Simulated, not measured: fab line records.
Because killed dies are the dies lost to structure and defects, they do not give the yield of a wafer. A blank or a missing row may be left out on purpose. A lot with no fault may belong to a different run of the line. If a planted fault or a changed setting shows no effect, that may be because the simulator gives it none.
8D (eight disciplines) problem report, filled in by code / flow sky130 / the parts of the form that need people (team, actions taken, sign-off) are left out

== 1. WHAT IS WRONG ==
Wafers without a fault read 15, standard deviation 4.3; killed at front end at SKY_PAD_OPEN_PROBE_99 reads a mean of 420 on 9 wafers belonging to 3 lots. That puts it +94 standard deviations away from the usual mean.
Seen first at day 49 02:04 on prober-01, wafer L384.3. Wafers with a number at this step in the record: 12, from 4 lots. Rule for "out", or "out of limits": more than 4 standard deviations from the usual mean. The rest of the wafers with a number are treated as sound.

== 2. WHAT THIS IS AND IS NOT ==
question=which readings at this step | is=killed at front end, killed dies, killed on rim | is not=killed_at_M0_to_M3, killed_at_M4_up, killed open
question=which lots | is=L383, L384, L386 | is not=L385
question=which wafers of those lots | is=all that have a number | is not=-
question=read on which tools | is=prober-01 | is not=prober-02
question=when | is=from day 49 02:04 | is not=up to then (0 sound wafers); but 3 sound wafers of L385 came after

== 3. WHAT RULES OUT EACH SUSPECT ==
Counting: a tool at a process step up to the reading stays a suspect if it ran every lot that is out and no sound lot after the first of them.
- cmp-01 at SKY_FIELD_ISO_CMP_27 (polishes, stops on Si3N4, t overpolish 16 s, target thk 457.8 nm): ruled out as a lasting fault. After its first lot that is out, L384 (day 5 17:53), sound lots L385 ran on it.
- prober-01 at SKY_PAD_OPEN_PROBE_99: kept. It ran every lot that is out, first L384 (day 49 02:04), and no sound lot after that. Its own killed at front end, killed dies, killed on rim readings are out on those wafers.
Remaining after the count: prober-01 at SKY_PAD_OPEN_PROBE_99.

== 4. THE CAUSE (what the simulator had put in) ==
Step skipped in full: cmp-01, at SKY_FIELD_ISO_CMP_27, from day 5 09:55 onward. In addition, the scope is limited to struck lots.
Counting ruled it out, wrongly: the rule takes a fault to strike every lot that its tool runs from its start on, and this one did not.

== 5. SEQUENCE OF EFFECTS, ordered by route ==
Rows list readings where the struck wafers' mean (over those with a number) sits beyond 3 standard deviations from the usual. Only readings whose record carries a usual standard deviation are examined. hours: median over the lots of the time between each lot's start at the first step of this table that gives one and its start at this step. sigmas: the change, counted in usual standard deviations.
hours=0; step=SKY_PAD_OPEN_PROBE_99; reading=killed at front end; usual=15; on struck wafers=420; change=+405; sigmas=+94
hours=0; step=SKY_PAD_OPEN_PROBE_99; reading=killed dies; usual=86; on struck wafers=492; change=+406; sigmas=+45
hours=0; step=SKY_PAD_OPEN_PROBE_99; reading=killed on rim; usual=17; on struck wafers=96; change=+79; sigmas=+24
Here are the process steps it includes:
- SKY_PAD_OPEN_PROBE_99
Readings that are blank on the struck wafers while sound wafers have them: edge zone pressure frac at SKY_FIELD_ISO_CMP_27; head pressure psi at SKY_FIELD_ISO_CMP_27; motor current A at SKY_FIELD_ISO_CMP_27; overpolish run s at SKY_FIELD_ISO_CMP_27; time to endpoint s at SKY_FIELD_ISO_CMP_27.

== 6. WHAT WOULD HAVE CAUGHT IT SOONER ==
First out-of-limits reading in this record: day 49 02:04, which is 1048 hours after fault onset at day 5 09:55.
At SKY_FIELD_ISO_CMP_27 the tool's readings are blank on the struck wafers, where sound wafers have them: an empty tool record is the first sign, and it was there at once.
